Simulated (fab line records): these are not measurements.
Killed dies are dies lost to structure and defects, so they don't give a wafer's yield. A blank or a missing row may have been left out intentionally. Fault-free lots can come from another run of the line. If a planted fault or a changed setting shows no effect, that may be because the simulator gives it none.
fab line records | flow gf180mcu
[record] lots = 15 | wafers = 45 | last_day = 33
route steps=602 shown MVSD@72 V1@336 M3@426 V3@453
lots with no fault: from the same line, run without faults
start_h: hours from the record's first day to the start of the lot's first wafer shown | wait_h: how many hours have passed since the lot's step before this one | " as in the row above | L1.1+2: a single row standing in for several wafers | - no value, or no start given | * or withheld: withheld | < > ~ a bound
route shown NAME@n: a module of which the file shows steps, and the number in the route of the first | usual: mean and standard deviation over wafers with no fault | same: alike in all rows | chamber/n: place in a boat | sites: readings site by site | _std_site: the values' standard deviation | _edge_site: outer sites' mean less inner sites' | radius_mm: for every site, how far away it sits from the centre of the wafer | mask NAME#n: copy n | behind: the most recent tool/chamber to have shaped the wafer | hold: reason for holding the lot/hours on hold/outcome of the hold | device: which transistor (n, p or np) failed to switch | end of line: tests of these same wafers at the route's end | for a step that has no rows: nothing shown but its recipe | killed: at the first sort, the dies lost to defects and structure; wafer yield is something else | map: the dies of a wafer, with x for killed, . for not killed, _ for no die there
set.NAME: the run value of the setting; set.NAME@STEP: its run value at that earlier step | model.NAME: the simulator's own value behind a step, which no gauge read
one table for each step of the route and one row for each wafer, over a sample of lots
services: a tool's chamber out of use, with start hour (start_h, from the record's first day; less than 0 if before it), hours out, and reason
[[steps]]
[step GF_MVSD_DEVELOP_06]
[recipe] wall_angle_deg = 90 | develop_time_s = 60 | dev_temp_c = 23
[usual] chill_plate_temp_C = 23.02/0.1 | develop_time_s = 60/0
lot.wafer | tool           | chamber | start_h | wait_h | chill_plate_temp_C | develop_time_s
L574.1    | litho_track-02 | 0       | 89      | -      | 23.06              | 60
L574.2    | "              | 0       | "       | "      | 23.06              | 60
L574.3    | "              | 0       | "       | "      | 22.88              | 60
L576.4    | litho_track-01 | 0       | 99      | -      | 23.23              | 60
L576.5    | "              | 0       | 100     | -      | 23.17              | 60
L576.6    | "              | 0       | "       | "      | 23.11              | 60
L579.1    | litho_track-03 | 0       | 119     | -      | 22.95              | 60
L579.3    | "              | 0       | "       | "      | 22.91              | 60
L579.5    | "              | 0       | "       | "      | 23.00              | 60
L580.1    | litho_track-03 | 0       | 123     | -      | 23.21              | 60
L580.2    | "              | 0       | "       | "      | 22.96              | 60
L580.4    | "              | 0       | "       | "      | 23.18              | 60
L581.1    | litho_track-03 | 0       | 130     | -      | 23.04              | 60
L581.4    | "              | 0       | "       | "      | 22.94              | 60
L581.5    | "              | 0       | "       | "      | 23.12              | 60
L582.1    | litho_track-03 | 0       | 136     | -      | 23.12              | 60
L582.2    | "              | 0       | "       | "      | 23.06              | 60
L582.5    | "              | 0       | "       | "      | 22.98              | 60
L583.2    | litho_track-02 | 0       | 141     | -      | 23.15              | 60
L583.5    | "              | 0       | "       | "      | 23.26              | 60
L583.6    | "              | 0       | "       | "      | 23.21              | 60
L584.3    | litho_track-03 | 0       | 145     | -      | 23.00              | 60
L584.4    | "              | 0       | "       | "      | 23.21              | 60
L584.5    | "              | 0       | "       | "      | 22.98              | 60
L585.4    | litho_track-02 | 0       | 156     | -      | 23.01              | 60
L585.5    | "              | 0       | "       | "      | 23.10              | 60
L585.6    | "              | 0       | "       | "      | 23.06              | 60
L586.2    | litho_track-03 | 0       | 157     | -      | 23.06              | 60
L586.3    | "              | 0       | "       | "      | 22.88              | 60
L586.4    | "              | 0       | "       | "      | 22.94              | 60
L587.1    | litho_track-02 | -       | 163     | -      | -                  | -
L587.4    | "              | -       | "       | "      | -                  | -
L587.5    | "              | -       | "       | "      | -                  | -
L588.1    | litho_track-02 | -       | 171     | -      | -                  | -
L588.4    | "              | -       | "       | "      | -                  | -
L588.5    | "              | -       | "       | "      | -                  | -
L589.2    | litho_track-01 | -       | 173     | -      | -                  | -
L589.4    | "              | -       | 174     | -      | -                  | -
L589.6    | "              | -       | "       | "      | -                  | -
L590.1    | litho_track-01 | 0       | 180     | -      | 22.75              | 60
L590.5    | "              | 0       | "       | "      | 22.88              | 60
L590.6    | "              | 0       | "       | "      | 22.83              | 60
L592.2    | litho_track-03 | 0       | 192     | -      | 22.99              | 60
L592.4    | "              | 0       | "       | "      | 22.91              | 60
L592.6    | "              | 0       | "       | "      | 22.97              | 60
[step GF_V1_THK_MEAS_01]
[recipe] reads = SiO2_of_V1_CVD_00
[usual] V1_CVD_00_THK = 602/5.8
lot.wafer | tool          | chamber | start_h | wait_h | V1_CVD_00_THK[nm]
L574.1    | film_metro-01 | -       | 393.85  | 0.0    | 598
L574.2    | "             | -       | "       | "      | 605
L574.3    | "             | -       | "       | "      | 601
L576.4    | film_metro-01 | -       | 415.75  | 0.0    | 602
L576.5    | "             | -       | "       | "      | 597
L576.6    | "             | -       | "       | "      | 607
L579.1    | film_metro-03 | -       | 446.18  | 0.0    | 594
L579.3    | "             | -       | "       | "      | 602
L579.5    | "             | -       | "       | "      | 599
L580.1    | film_metro-01 | -       | 449.88  | 0.0    | 608
L580.2    | "             | -       | "       | "      | 617
L580.4    | "             | -       | "       | "      | 615
L581.1    | film_metro-03 | -       | 463.28  | 0.0    | 599
L581.4    | "             | -       | "       | "      | 592
L581.5    | "             | -       | "       | "      | 601
L582.1    | film_metro-02 | -       | 466.55  | 0.0    | 607
L582.2    | "             | -       | "       | "      | 601
L582.5    | "             | -       | "       | "      | 610
L583.2    | film_metro-02 | -       | 479.46  | 0.0    | 603
L583.5    | "             | -       | "       | "      | 605
L583.6    | "             | -       | "       | "      | 597
L584.3    | film_metro-03 | -       | 483.43  | 0.1    | 605
L584.4    | "             | -       | "       | "      | 600
L584.5    | "             | -       | "       | "      | 600
L585.4    | film_metro-03 | -       | 505.34  | 0.0    | 605
L585.5    | "             | -       | "       | "      | 601
L585.6    | "             | -       | "       | "      | 601
L586.2    | film_metro-01 | -       | 506.42  | 0.0    | 592
L586.3    | "             | -       | "       | "      | 602
L586.4    | "             | -       | "       | "      | 600
L587.1    | film_metro-02 | -       | 512.77  | 0.0    | 602
L587.4    | "             | -       | "       | "      | 602
L587.5    | "             | -       | "       | "      | 597
L588.1    | film_metro-01 | -       | 528.88  | 0.0    | 607
L588.4    | "             | -       | "       | "      | 610
L588.5    | "             | -       | "       | "      | 597
L589.2    | film_metro-02 | -       | 530.71  | 0.0    | 596
L589.4    | "             | -       | "       | "      | 603
L589.6    | "             | -       | "       | "      | 608
L590.1    | film_metro-02 | -       | 538.01  | 0.0    | 606
L590.5    | "             | -       | "       | "      | 604
L590.6    | "             | -       | "       | "      | 609
L592.2    | film_metro-02 | -       | 560.44  | 0.0    | 601
L592.4    | "             | -       | "       | "      | 609
L592.6    | "             | -       | "       | "      | 603
[step GF_M3_STRIP_17]
[recipe] chemistry = O2/N2 | power_w = 1400 | pressure_mtorr = 1500 | platen_temp_c = 250 | o2_flow_sccm = 3000 | n2_flow_sccm = 300 | overash_fraction = 0.5
[usual] drypump_motor_current_A = 5.6/0.5 | heater_power_w = 319/25 | n2_flow_sccm = 300.1/0.94 | oes_product_au = 0.539/0.0049 | strip_time_to_endpoint_s = 7.40/0.047
lot.wafer | tool            | chamber | start_h | wait_h | drypump_motor_current_A | heater_power_w | n2_flow_sccm | oes_product_au | rf_hours_counter_h | strip_time_to_endpoint_s
L574.1    | plasma_asher-04 | 1       | 495.90  | 0.1    | 5.1                     | 297            | 299.1        | 0.554          | 7                  | 7.39
L574.2    | "               | 0       | "       | "      | 5.4                     | 306            | 301.3        | 0.533          | 7                  | 7.42
L574.3    | "               | 0       | "       | "      | 5.4                     | 305            | 301.8        | 0.551          | -                  | 7.40
L576.4    | plasma_asher-04 | 0       | 518.34  | 0.1    | 5.4                     | 301            | 299.2        | 0.537          | -                  | 7.32
L576.5    | "               | 1       | "       | "      | 5.1                     | 284            | 301.0        | 0.533          | -                  | 7.37
L576.6    | "               | 0       | "       | "      | 5.4                     | 308            | 299.9        | 0.533          | -                  | 7.32
L579.1    | plasma_asher-03 | 1       | 544.44  | 0.1    | 6.7                     | 365            | 299.6        | 0.536          | 75                 | 7.32
L579.3    | "               | 1       | "       | "      | 6.6                     | 361            | 299.4        | 0.541          | -                  | 7.36
L579.5    | "               | 1       | "       | "      | 6.7                     | 362            | 300.1        | 0.536          | -                  | 7.41
L580.1    | plasma_asher-04 | 1       | 549.19  | 0.1    | 5.1                     | 289            | 301.0        | 0.543          | 13                 | 7.43
L580.2    | "               | 0       | "       | "      | 5.4                     | 311            | 299.2        | 0.540          | 13                 | 7.41
L580.4    | "               | 0       | "       | "      | 5.4                     | 306            | 299.3        | 0.535          | -                  | 7.37
L581.1    | plasma_asher-03 | 1       | 561.05  | 0.1    | 6.7                     | 363            | 300.4        | 0.542          | 77                 | 7.38
L581.4    | "               | 1       | "       | "      | 6.7                     | 365            | 299.8        | 0.535          | -                  | 7.42
L581.5    | "               | 1       | "       | "      | 6.7                     | 361            | 299.3        | 0.536          | -                  | 7.41
L582.1    | plasma_asher-03 | 0       | 563.71  | 0.1    | 5.5                     | 311            | 300.5        | 0.533          | 77                 | 7.37
L582.2    | "               | 1       | "       | "      | 6.6                     | 366            | 298.9        | 0.536          | 77                 | 7.33
L582.5    | "               | 0       | "       | "      | 5.4                     | 303            | 301.5        | 0.533          | -                  | 7.38
L583.2    | plasma_asher-03 | 0       | 577.19  | 0.1    | 5.5                     | 302            | 297.5        | 0.536          | 78                 | 7.37
L583.5    | "               | 1       | "       | "      | 6.7                     | 371            | 299.6        | 0.539          | -                  | 7.39
L583.6    | "               | 0       | "       | "      | 5.5                     | 305            | 298.7        | 0.545          | -                  | 7.36
L584.3    | plasma_asher-04 | 1       | 579.17  | 0.1    | 5.1                     | 291            | 300.2        | 0.542          | -                  | 7.43
L584.4    | "               | 0       | "       | "      | 5.4                     | 308            | 299.4        | 0.541          | -                  | 7.35
L584.5    | "               | 1       | "       | "      | 5.1                     | 280            | 299.7        | 0.544          | -                  | 7.39
L585.4    | plasma_asher-01 | 0       | 599.60  | 0.1    | 5.5                     | 318            | 299.8        | 0.543          | -                  | 7.39
L585.5    | "               | 0       | "       | "      | 5.6                     | 319            | 299.2        | 0.532          | -                  | 7.39
L585.6    | "               | 1       | "       | "      | 5.6                     | 329            | 299.1        | 0.535          | -                  | 7.41
L586.2    | plasma_asher-03 | 1       | 600.87  | 0.1    | 6.7                     | 366            | 300.3        | 0.543          | 81                 | 7.42
L586.3    | "               | 1       | "       | "      | 6.7                     | 363            | 299.5        | 0.543          | -                  | 7.39
L586.4    | "               | 0       | "       | "      | 5.5                     | 312            | 302.1        | 0.545          | -                  | 7.39
L587.1    | plasma_asher-01 | 1       | 605.65  | 0.1    | 5.6                     | 331            | 300.3        | 0.541          | 52                 | 7.47
L587.4    | "               | 1       | "       | "      | 5.6                     | 332            | 300.4        | 0.540          | -                  | 7.44
L587.5    | "               | 0       | "       | "      | 5.6                     | 330            | 300.6        | 0.545          | -                  | 7.45
L588.1    | plasma_asher-04 | 1       | 620.64  | 0.1    | 5.1                     | 290            | 300.0        | 0.535          | 21                 | 7.43
L588.4    | "               | 0       | "       | "      | 5.4                     | 304            | 298.9        | 0.536          | -                  | 7.42
L588.5    | "               | 0       | "       | "      | 5.4                     | 296            | 299.3        | 0.537          | -                  | 7.40
L589.2    | plasma_asher-04 | 1       | 622.34  | 0.1    | 5.1                     | 283            | 300.5        | 0.534          | 21                 | 7.42
L589.4    | "               | 1       | "       | "      | 5.1                     | 283            | 300.9        | 0.540          | -                  | 7.42
L589.6    | "               | 1       | "       | "      | 5.1                     | 296            | 301.1        | 0.536          | -                  | 7.43
L590.1    | plasma_asher-03 | 0       | 629.29  | 0.1    | 5.4                     | 305            | 300.8        | 0.542          | 83                 | 7.38
L590.5    | "               | 0       | "       | "      | 5.5                     | 306            | 301.5        | 0.527          | -                  | 7.33
L590.6    | "               | 1       | "       | "      | 6.7                     | 361            | 299.8        | 0.540          | -                  | 7.39
L592.2    | plasma_asher-04 | 1       | 649.77  | 0.2    | 5.1                     | 291            | 301.3        | 0.537          | 24                 | 7.36
L592.4    | "               | 0       | "       | "      | 5.4                     | 305            | 298.7        | 0.537          | -                  | 7.35
L592.6    | "               | 0       | "       | "      | 5.4                     | 300            | 298.1        | 0.536          | -                  | 7.37
[step GF_V3_RS_MEAS_24]
[recipe] thk_meas_gauge = four-point-probe | reads = W_of_V3_CVD_23+TiN_of_V3_SPUTTER_22+Ti_of_V3_SPUTTER_21
[usual] V3_W_RS = 0.327/0.0053
lot.wafer | tool          | chamber | start_h | wait_h | V3_W_RS[ohm/sq]
L574.1    | film_metro-03 | -       | 520.66  | 0.1    | 0.327
L574.2    | "             | -       | "       | "      | 0.315
L574.3    | "             | -       | "       | "      | 0.323
L576.4    | film_metro-01 | -       | 544.14  | 0.1    | 0.330
L576.5    | "             | -       | "       | "      | 0.328
L576.6    | "             | -       | "       | "      | 0.329
L579.1    | film_metro-01 | -       | 568.88  | 0.1    | 0.331
L579.3    | "             | -       | "       | "      | 0.327
L579.5    | "             | -       | "       | "      | 0.332
L580.1    | film_metro-01 | -       | 572.93  | 0.1    | 0.325
L580.2    | "             | -       | "       | "      | 0.318
L580.4    | "             | -       | "       | "      | 0.315
L581.1    | film_metro-03 | -       | 585.65  | 0.1    | 0.331
L581.4    | "             | -       | "       | "      | 0.334
L581.5    | "             | -       | "       | "      | 0.332
L582.1    | film_metro-01 | -       | 586.90  | 0.1    | 0.331
L582.2    | "             | -       | "       | "      | 0.327
L582.5    | "             | -       | "       | "      | 0.327
L583.2    | film_metro-03 | -       | 600.24  | 0.1    | 0.321
L583.5    | "             | -       | "       | "      | 0.329
L583.6    | "             | -       | "       | "      | 0.315
L584.3    | film_metro-03 | -       | 602.60  | 0.1    | 0.340
L584.4    | "             | -       | "       | "      | 0.333
L584.5    | "             | -       | "       | "      | 0.331
L585.4    | film_metro-02 | -       | 621.81  | 0.1    | 0.325
L585.5    | "             | -       | "       | "      | 0.326
L585.6    | "             | -       | "       | "      | 0.332
L586.2    | film_metro-01 | -       | 623.40  | 0.1    | 0.316
L586.3    | "             | -       | "       | "      | 0.321
L586.4    | "             | -       | "       | "      | 0.328
L587.1    | film_metro-03 | -       | 628.16  | 0.1    | 0.327
L587.4    | "             | -       | "       | "      | 0.325
L587.5    | "             | -       | "       | "      | 0.330
L588.1    | film_metro-01 | -       | 642.33  | 0.1    | 0.319
L588.4    | "             | -       | "       | "      | 0.320
L588.5    | "             | -       | "       | "      | 0.319
L589.2    | film_metro-01 | -       | 644.97  | 0.1    | 0.327
L589.4    | "             | -       | "       | "      | 0.323
L589.6    | "             | -       | "       | "      | 0.328
L590.1    | film_metro-03 | -       | 651.46  | 0.1    | 0.328
L590.5    | "             | -       | "       | "      | 0.328
L590.6    | "             | -       | "       | "      | 0.323
L592.2    | film_metro-01 | -       | 670.45  | 0.1    | 0.329
L592.4    | "             | -       | "       | "      | 0.334
L592.6    | "             | -       | "       | "      | 0.334
[[services]]
tool            | chamber | start_h | hours | kind
plasma_asher-01 | -       | 108.77  | 9.0   | pm
plasma_asher-01 | 0       | 108.77  | 9.0   | vent_cycle
plasma_asher-01 | 1       | 108.77  | 9.0   | vent_cycle
plasma_asher-01 | 0       | 117.77  | -     | clean
plasma_asher-01 | -       | 126.34  | 2.8   | pm
plasma_asher-04 | -       | 140.61  | 14.3  | pm
plasma_asher-03 | -       | 281.18  | 15.6  | pm
plasma_asher-01 | -       | 294.28  | 0.6   | repair
plasma_asher-03 | -       | 302.62  | 1.2   | repair
plasma_asher-03 | -       | 305.64  | 1.3   | repair
plasma_asher-03 | -       | 325.11  | 0.5   | repair
plasma_asher-04 | -       | 336.16  | 2.8   | repair
plasma_asher-04 | -       | 338.95  | 14.6  | pm
plasma_asher-01 | -       | 347.28  | 0.7   | repair
plasma_asher-01 | -       | 367.53  | 0.9   | repair
plasma_asher-03 | -       | 370.48  | 10.0  | repair
plasma_asher-03 | -       | 417.21  | 18.7  | repair
plasma_asher-04 | -       | 421.25  | 9.0   | pm
plasma_asher-04 | 0       | 421.25  | 9.0   | vent_cycle
plasma_asher-04 | 1       | 421.25  | 9.0   | vent_cycle
plasma_asher-04 | 0       | 430.25  | -     | clean
plasma_asher-04 | 1       | 430.25  | -     | clean
plasma_asher-03 | -       | 615.71  | 10.0  | repair
plasma_asher-01 | -       | 629.21  | 0.7   | repair
[[key]]
[first_sign] step = GF_MVSD_DEVELOP_06 | reading = tool_record | direction = missing
effect none on later readings
met_at GF_MVSD_DEVELOP_06
struck_lots L587,L588,L589
sort_left_out L587.1,L587.4,L587.5,L588.1,L588.4,L588.5,L589.2,L589.4,L589.6
tester_left_out L587,L588,L589
not_acting_at GF_V1_THK_MEAS_01,GF_M3_STRIP_17,GF_V3_RS_MEAS_24
onset_between 156 163
[fault] kind = skipped_step_whole | tool = litho_track-01,litho_track-02 | chamber = - | onset_h = 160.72 | steps = GF_MVSD_DEVELOP_06 | scope = struck_lots_only
// tester_left_out: of these lots the tester's yield and bins aren't shown, on N5 and GAA mostly nor the transistor test; their killed dies are dies lost to structure and defects alone, not to doping, threshold or leakage, so they don't give the yield
// sort_left_out: the simulated sort isn't trusted on such a fault, so these wafers' sort isn't shown, and their yield isn't known
